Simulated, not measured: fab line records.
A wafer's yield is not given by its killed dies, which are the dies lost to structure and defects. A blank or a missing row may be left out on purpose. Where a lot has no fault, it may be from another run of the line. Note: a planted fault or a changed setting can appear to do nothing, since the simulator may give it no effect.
fab line records || flow sky130
record {"lots": 7, "wafers": 19, "lastDay": 50}
route steps=708 shown FIELD_ISO@29 NWELL@32 DNWELL@35 PWDE@45
lots untouched by any fault: they come from a run of this same line in which no faults occurred
startH: hours from the record's opening day to when the first of the lot's shown wafers began || waitH: hours elapsed since this lot's preceding step || " unchanged from the row above || L1.1+2: several wafers, shown together as one row || - no value, or no start was given || * or withheld: withheld || < > ~ a bound
route shown NAME@n: NAME is a module with steps in the file, n the number in the route of the first one || usual: mean/standard deviation taken from wafers without a fault || same: alike in all rows || chamber/n: place in a boat || sites: per-site readings || _std_site: the standard deviation of these || _edge_site: inner sites' mean taken away from outer sites' mean || radiusMm: how far each site lies from the wafer's centre || mask NAME#n: copy n || behind: the tool/chamber that last shaped the wafer || hold: why the lot was held/for how many hours/how that ended || device: transistor that didn't switch, given as n, p or np || end of line: at the end of the route, the tests of the same wafers || where a step has no rows: the recipe by itself || killed: not the wafer's yield, but the dies lost to structure and defects at the first sort || map: a wafer's dies, marking killed ones x, the rest . and places with no die _
set.NAME: the setting the step ran with; set.NAME@STEP: the setting that earlier step ran with || model.NAME: the simulator's own value behind a step, which no gauge read
certain route steps with their lots: each step a table, each wafer a row
services: when a tool's chamber went out of use (startH, in hours from the record's first day, below 0 if earlier), for how many hours, and the reason
## steps
# step SKY_FIELD_ISO_WET_ETCH_28
# recipe {"chemistry": "dHF", "targetDepthNm": 23.7, "target": "SiO2", "dilution": "10:1", "tempC": 25, "timeS": 47}
# step SKY_FIELD_ISO_WET_ETCH_29
# recipe {"chemistry": "H3PO4", "targetDepthNm": 160, "target": "Si3N4", "tempC": 160, "timeS": 1825}
# step SKY_FIELD_ISO_WET_ETCH_30
# recipe {"chemistry": "dHF", "targetDepthNm": 25, "target": "SiO2", "dilution": "10:1", "tempC": 25, "timeS": 50}
# step SKY_NWELL_CLEAN_00
# recipe {"chemistry": "SC1/SC2", "mix": "1:4:20", "tempC": 70, "timeS": 150, "dry": "n2Spin"}
# step SKY_NWELL_OXIDATION_01
# recipe {"tempC": 900, "ambient": "O2", "stabiliseS": 600, "purgeS": 300, "targetThkA": 100, "oxTimeS": 1418}
# step SKY_NWELL_THK_MEAS_02
# recipe {"reads": "SiO2_of_NWELL_OXIDATION_01"}
# usual {"NWELL_OXIDATION_THK": "10.04/0.27"}
{"lot.wafer": "L299.1", "tool": "filmMetro-01", "chamber": "-", "startH": 48.98, "waitH": 0.0, "NWELL_OXIDATION_THK[nm]": 10.26}
{"lot.wafer": "L299.2", "tool": "filmMetro-01", "chamber": "-", "startH": 48.98, "waitH": 0.0, "NWELL_OXIDATION_THK[nm]": 10.37}
{"lot.wafer": "L299.5", "tool": "filmMetro-01", "chamber": "-", "startH": 48.98, "waitH": 0.0, "NWELL_OXIDATION_THK[nm]": 10.18}
{"lot.wafer": "L305.2", "tool": "filmMetro-01", "chamber": "-", "startH": 79.58, "waitH": 0.0, "NWELL_OXIDATION_THK[nm]": 9.51}
{"lot.wafer": "L305.3", "tool": "filmMetro-01", "chamber": "-", "startH": 79.58, "waitH": 0.0, "NWELL_OXIDATION_THK[nm]": 9.46}
{"lot.wafer": "L305.5", "tool": "filmMetro-01", "chamber": "-", "startH": 79.58, "waitH": 0.0, "NWELL_OXIDATION_THK[nm]": 9.52}
{"lot.wafer": "L307.2", "tool": "filmMetro-01", "chamber": "-", "startH": 88.58, "waitH": 0.0, "NWELL_OXIDATION_THK[nm]": 10.31}
{"lot.wafer": "L307.3", "tool": "filmMetro-01", "chamber": "-", "startH": 88.58, "waitH": 0.0, "NWELL_OXIDATION_THK[nm]": 10.14}
{"lot.wafer": "L307.4", "tool": "filmMetro-01", "chamber": "-", "startH": 88.58, "waitH": 0.0, "NWELL_OXIDATION_THK[nm]": 10.35}
{"lot.wafer": "L308.1", "tool": "filmMetro-01", "chamber": "-", "startH": 92.91, "waitH": 0.0, "NWELL_OXIDATION_THK[nm]": 10.46}
{"lot.wafer": "L308.3", "tool": "filmMetro-01", "chamber": "-", "startH": 92.91, "waitH": 0.0, "NWELL_OXIDATION_THK[nm]": 10.46}
{"lot.wafer": "L308.6", "tool": "filmMetro-01", "chamber": "-", "startH": 92.91, "waitH": 0.0, "NWELL_OXIDATION_THK[nm]": 10.22}
{"lot.wafer": "L311.2", "tool": "filmMetro-01", "chamber": "-", "startH": 112.28, "waitH": 0.0, "NWELL_OXIDATION_THK[nm]": 10.24}
{"lot.wafer": "L311.5", "tool": "filmMetro-01", "chamber": "-", "startH": 112.28, "waitH": 0.0, "NWELL_OXIDATION_THK[nm]": 10.25}
{"lot.wafer": "L314.3", "tool": "filmMetro-01", "chamber": "-", "startH": 124.97, "waitH": 0.0, "NWELL_OXIDATION_THK[nm]": 10.15}
{"lot.wafer": "L314.4", "tool": "filmMetro-01", "chamber": "-", "startH": 124.97, "waitH": 0.0, "NWELL_OXIDATION_THK[nm]": 10.06}
{"lot.wafer": "L320.2", "tool": "filmMetro-03", "chamber": "-", "startH": 162.95, "waitH": 0.0, "NWELL_OXIDATION_THK[nm]": 9.63}
{"lot.wafer": "L320.3", "tool": "filmMetro-03", "chamber": "-", "startH": 162.95, "waitH": 0.0, "NWELL_OXIDATION_THK[nm]": 9.56}
{"lot.wafer": "L320.6", "tool": "filmMetro-03", "chamber": "-", "startH": 162.95, "waitH": 0.0, "NWELL_OXIDATION_THK[nm]": 9.52}
# step SKY_DNWELL_DEHYDRATE_00
# recipe {"tempC": 200, "timeS": 60}
# step SKY_DNWELL_HMDS_01
# recipe {"primeTimeS": 60, "primeTempC": 120}
# step SKY_DNWELL_COAT_02
# recipe {"spinRpm": 2000, "resistThkNm": 3000}
# step SKY_DNWELL_SOFTBAKE_03
# recipe {"tempC": 110, "timeS": "withheld"}
# step SKY_DNWELL_EXPOSE_04
# recipe {"maskId": "DNM", "na": 0.57, "targetCdNm": 3000, "doseMj": 222}
# step SKY_DNWELL_PEB_05
# recipe {"tempC": 115, "timeS": "withheld"}
# step SKY_DNWELL_DEVELOP_06
# recipe {"wallAngleDeg": 90, "developer": "TMAH", "developTimeS": 60, "devTempC": 23}
{"lot.wafer": "L299.1+2+5", "tool": "lithoTrack-02", "chamber": 0, "startH": 64, "waitH": "-"}
{"lot.wafer": "L305.2+3+5", "tool": "lithoTrack-02", "chamber": 0, "startH": 96, "waitH": "-"}
{"lot.wafer": "L307.2+3+4", "tool": "lithoTrack-04", "chamber": 0, "startH": 105, "waitH": "-"}
{"lot.wafer": "L308.1+3+6", "tool": "lithoTrack-02", "chamber": 0, "startH": 110, "waitH": "-"}
{"lot.wafer": "L311.2+5", "tool": "lithoTrack-02", "chamber": 0, "startH": 130, "waitH": "-"}
{"lot.wafer": "L314.3+4", "tool": "lithoTrack-02", "chamber": 0, "startH": 143, "waitH": "-"}
{"lot.wafer": "L320.2+3+6", "tool": "lithoTrack-04", "chamber": 0, "startH": 183, "waitH": "-"}
# step SKY_DNWELL_IMPLANT_07
# recipe {"species": "P", "energyKev": "withheld", "doseCm2": "withheld", "tiltDeg": "withheld"}
# step SKY_DNWELL_STRIP_08
# recipe {"chemistry": "O2/N2", "powerW": 1400, "pressureMtorr": 1500, "platenTempC": "withheld", "o2FlowSccm": 3000, "n2FlowSccm": 300, "overashFraction": 0.5}
# usual {"drypumpMotorCurrentA": "5.9/0.44", "o2FlowSccm": "2999/8.4", "oesProductAu": "0.722/0.0046", "stripTimeToEndpointS": "37.00/0.12"}
# same {"overashFraction": 0.5}
{"lot.wafer": "L299.1", "tool": "plasmaAsher-03", "chamber": 0, "startH": 64.84, "waitH": 0.1, "drypumpMotorCurrentA": 6.5, "o2FlowSccm": 3008, "oesProductAu": 0.725, "rfHoursCounterH": 38, "stripTimeToEndpointS": 36.83}
{"lot.wafer": "L299.2", "tool": "plasmaAsher-03", "chamber": 1, "startH": 64.84, "waitH": 0.1, "drypumpMotorCurrentA": 5.9, "o2FlowSccm": 2999, "oesProductAu": 0.720, "rfHoursCounterH": 38, "stripTimeToEndpointS": 36.86}
{"lot.wafer": "L299.5", "tool": "plasmaAsher-03", "chamber": 0, "startH": 64.84, "waitH": 0.1, "drypumpMotorCurrentA": 6.5, "o2FlowSccm": 3014, "oesProductAu": 0.724, "rfHoursCounterH": "-", "stripTimeToEndpointS": 36.82}
{"lot.wafer": "L305.2", "tool": "plasmaAsher-04", "chamber": 0, "startH": 96.99, "waitH": 0.1, "drypumpMotorCurrentA": 5.2, "o2FlowSccm": 3004, "oesProductAu": 0.717, "rfHoursCounterH": 27, "stripTimeToEndpointS": 36.88}
{"lot.wafer": "L305.3", "tool": "plasmaAsher-04", "chamber": 0, "startH": 96.99, "waitH": 0.1, "drypumpMotorCurrentA": 5.2, "o2FlowSccm": 2988, "oesProductAu": 0.729, "rfHoursCounterH": "-", "stripTimeToEndpointS": 36.83}
{"lot.wafer": "L305.5", "tool": "plasmaAsher-04", "chamber": 0, "startH": 96.99, "waitH": 0.1, "drypumpMotorCurrentA": 5.2, "o2FlowSccm": 3004, "oesProductAu": 0.716, "rfHoursCounterH": "-", "stripTimeToEndpointS": 36.77}
{"lot.wafer": "L307.2", "tool": "plasmaAsher-03", "chamber": 0, "startH": 106.14, "waitH": 0.1, "drypumpMotorCurrentA": 6.5, "o2FlowSccm": 2998, "oesProductAu": 0.719, "rfHoursCounterH": 42, "stripTimeToEndpointS": 36.97}
{"lot.wafer": "L307.3", "tool": "plasmaAsher-03", "chamber": 0, "startH": 106.14, "waitH": 0.1, "drypumpMotorCurrentA": 6.5, "o2FlowSccm": 3012, "oesProductAu": 0.719, "rfHoursCounterH": "-", "stripTimeToEndpointS": 36.91}
{"lot.wafer": "L307.4", "tool": "plasmaAsher-03", "chamber": 1, "startH": 106.14, "waitH": 0.1, "drypumpMotorCurrentA": 5.9, "o2FlowSccm": 3005, "oesProductAu": 0.720, "rfHoursCounterH": "-", "stripTimeToEndpointS": 36.83}
{"lot.wafer": "L308.1", "tool": "plasmaAsher-02", "chamber": 1, "startH": 110.34, "waitH": 0.1, "drypumpMotorCurrentA": 6.0, "o2FlowSccm": 2993, "oesProductAu": 0.732, "rfHoursCounterH": 45, "stripTimeToEndpointS": 37.12}
{"lot.wafer": "L308.3", "tool": "plasmaAsher-02", "chamber": 1, "startH": 110.34, "waitH": 0.1, "drypumpMotorCurrentA": 6.0, "o2FlowSccm": 2993, "oesProductAu": 0.717, "rfHoursCounterH": "-", "stripTimeToEndpointS": 36.97}
{"lot.wafer": "L308.6", "tool": "plasmaAsher-02", "chamber": 1, "startH": 110.34, "waitH": 0.1, "drypumpMotorCurrentA": 6.0, "o2FlowSccm": 3001, "oesProductAu": 0.725, "rfHoursCounterH": "-", "stripTimeToEndpointS": 37.01}
{"lot.wafer": "L311.2", "tool": "plasmaAsher-02", "chamber": 0, "startH": 130.89, "waitH": 0.1, "drypumpMotorCurrentA": 5.9, "o2FlowSccm": 2994, "oesProductAu": 0.722, "rfHoursCounterH": 47, "stripTimeToEndpointS": 36.89}
{"lot.wafer": "L311.5", "tool": "plasmaAsher-02", "chamber": 1, "startH": 130.89, "waitH": 0.1, "drypumpMotorCurrentA": 6.0, "o2FlowSccm": 2991, "oesProductAu": 0.730, "rfHoursCounterH": "-", "stripTimeToEndpointS": 36.89}
{"lot.wafer": "L314.3", "tool": "plasmaAsher-04", "chamber": 1, "startH": 144.02, "waitH": 0.1, "drypumpMotorCurrentA": 5.1, "o2FlowSccm": 2998, "oesProductAu": 0.732, "rfHoursCounterH": "-", "stripTimeToEndpointS": 36.98}
{"lot.wafer": "L314.4", "tool": "plasmaAsher-04", "chamber": 0, "startH": 144.02, "waitH": 0.1, "drypumpMotorCurrentA": 5.2, "o2FlowSccm": 3000, "oesProductAu": 0.721, "rfHoursCounterH": "-", "stripTimeToEndpointS": 36.97}
{"lot.wafer": "L320.2", "tool": "plasmaAsher-02", "chamber": 1, "startH": 183.34, "waitH": 0.1, "drypumpMotorCurrentA": 6.0, "o2FlowSccm": 3003, "oesProductAu": 0.722, "rfHoursCounterH": 52, "stripTimeToEndpointS": 37.05}
{"lot.wafer": "L320.3", "tool": "plasmaAsher-02", "chamber": 0, "startH": 183.34, "waitH": 0.1, "drypumpMotorCurrentA": 5.9, "o2FlowSccm": 2994, "oesProductAu": 0.719, "rfHoursCounterH": "-", "stripTimeToEndpointS": 37.07}
{"lot.wafer": "L320.6", "tool": "plasmaAsher-02", "chamber": 0, "startH": 183.34, "waitH": 0.1, "drypumpMotorCurrentA": 5.9, "o2FlowSccm": 3000, "oesProductAu": 0.729, "rfHoursCounterH": "-", "stripTimeToEndpointS": 37.13}
# step SKY_DNWELL_TW_MEAS_09
# usual {"DNWELL_TW": "1123/13"}
{"lot.wafer": "L299.1", "tool": "filmMetro-01", "chamber": "-", "startH": 64.94, "waitH": 0.1, "DNWELL_TW": 1109}
{"lot.wafer": "L299.2", "tool": "filmMetro-01", "chamber": "-", "startH": 64.94, "waitH": 0.1, "DNWELL_TW": 1103}
{"lot.wafer": "L299.5", "tool": "filmMetro-01", "chamber": "-", "startH": 64.94, "waitH": 0.1, "DNWELL_TW": 1109}
{"lot.wafer": "L305.2", "tool": "filmMetro-02", "chamber": "-", "startH": 97.10, "waitH": 0.1, "DNWELL_TW": 1105}
{"lot.wafer": "L305.3", "tool": "filmMetro-02", "chamber": "-", "startH": 97.10, "waitH": 0.1, "DNWELL_TW": 1109}
{"lot.wafer": "L305.5", "tool": "filmMetro-02", "chamber": "-", "startH": 97.10, "waitH": 0.1, "DNWELL_TW": 1109}
{"lot.wafer": "L307.2", "tool": "filmMetro-03", "chamber": "-", "startH": 106.25, "waitH": 0.1, "DNWELL_TW": 1123}
{"lot.wafer": "L307.3", "tool": "filmMetro-03", "chamber": "-", "startH": 106.25, "waitH": 0.1, "DNWELL_TW": 1125}
{"lot.wafer": "L307.4", "tool": "filmMetro-03", "chamber": "-", "startH": 106.25, "waitH": 0.1, "DNWELL_TW": 1133}
{"lot.wafer": "L308.1", "tool": "filmMetro-01", "chamber": "-", "startH": 110.44, "waitH": 0.1, "DNWELL_TW": 1138}
{"lot.wafer": "L308.3", "tool": "filmMetro-01", "chamber": "-", "startH": 110.44, "waitH": 0.1, "DNWELL_TW": 526}
{"lot.wafer": "L308.6", "tool": "filmMetro-01", "chamber": "-", "startH": 110.44, "waitH": 0.1, "DNWELL_TW": 1124}
{"lot.wafer": "L311.2", "tool": "filmMetro-02", "chamber": "-", "startH": 131.00, "waitH": 0.1, "DNWELL_TW": 524}
{"lot.wafer": "L311.5", "tool": "filmMetro-02", "chamber": "-", "startH": 131.00, "waitH": 0.1, "DNWELL_TW": 1110}
{"lot.wafer": "L314.3", "tool": "filmMetro-01", "chamber": "-", "startH": 144.11, "waitH": 0.1, "DNWELL_TW": 533}
{"lot.wafer": "L314.4", "tool": "filmMetro-01", "chamber": "-", "startH": 144.11, "waitH": 0.1, "DNWELL_TW": 1141}
{"lot.wafer": "L320.2", "tool": "filmMetro-01", "chamber": "-", "startH": 183.45, "waitH": 0.1, "DNWELL_TW": 1128}
{"lot.wafer": "L320.3", "tool": "filmMetro-01", "chamber": "-", "startH": 183.45, "waitH": 0.1, "DNWELL_TW": 1127}
{"lot.wafer": "L320.6", "tool": "filmMetro-01", "chamber": "-", "startH": 183.45, "waitH": 0.1, "DNWELL_TW": 1124}
# step SKY_PWDE_DEHYDRATE_00
# recipe {"tempC": 200, "timeS": 60}
## services
{"tool": "plasmaAsher-04", "chamber": "-", "startH": 142.21, "hours": 0.7, "kind": "repair"}
## key
firstSign {"step": "SKY_DNWELL_TW_MEAS_09", "reading": "DNWELL_TW", "direction": "down", "sigmas": 47, "usual": 1123, "struck": 528}
effect none on later readings
metAt SKY_DNWELL_DEVELOP_06
struckWafers L308.3,L311.2,L314.3
sortLeftOut L308.3,L311.2,L314.3
testerLeftOut L308,L311,L314
onsetBetween 96 110
fault {"kind": "processParameterDrift", "tool": "lithoTrack-02", "chamber": "-", "onsetH": 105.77, "steps": "SKY_DNWELL_DEVELOP_06", "channel": "developTimeS", "offset": "*", "shape": "step", "endH": 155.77, "scope": "struckWafersOnly", "actsIn": "*", "stated": "*"}
# testerLeftOut: of these lots the tester's yield and bins aren't shown, on N5 and GAA mostly nor the transistor test; their killed dies are dies lost to structure and defects alone, not to doping, threshold or leakage, so they don't give the yield
# sortLeftOut: the simulated sort isn't trusted on such a fault, so these wafers' sort isn't shown, and their yield isn't known
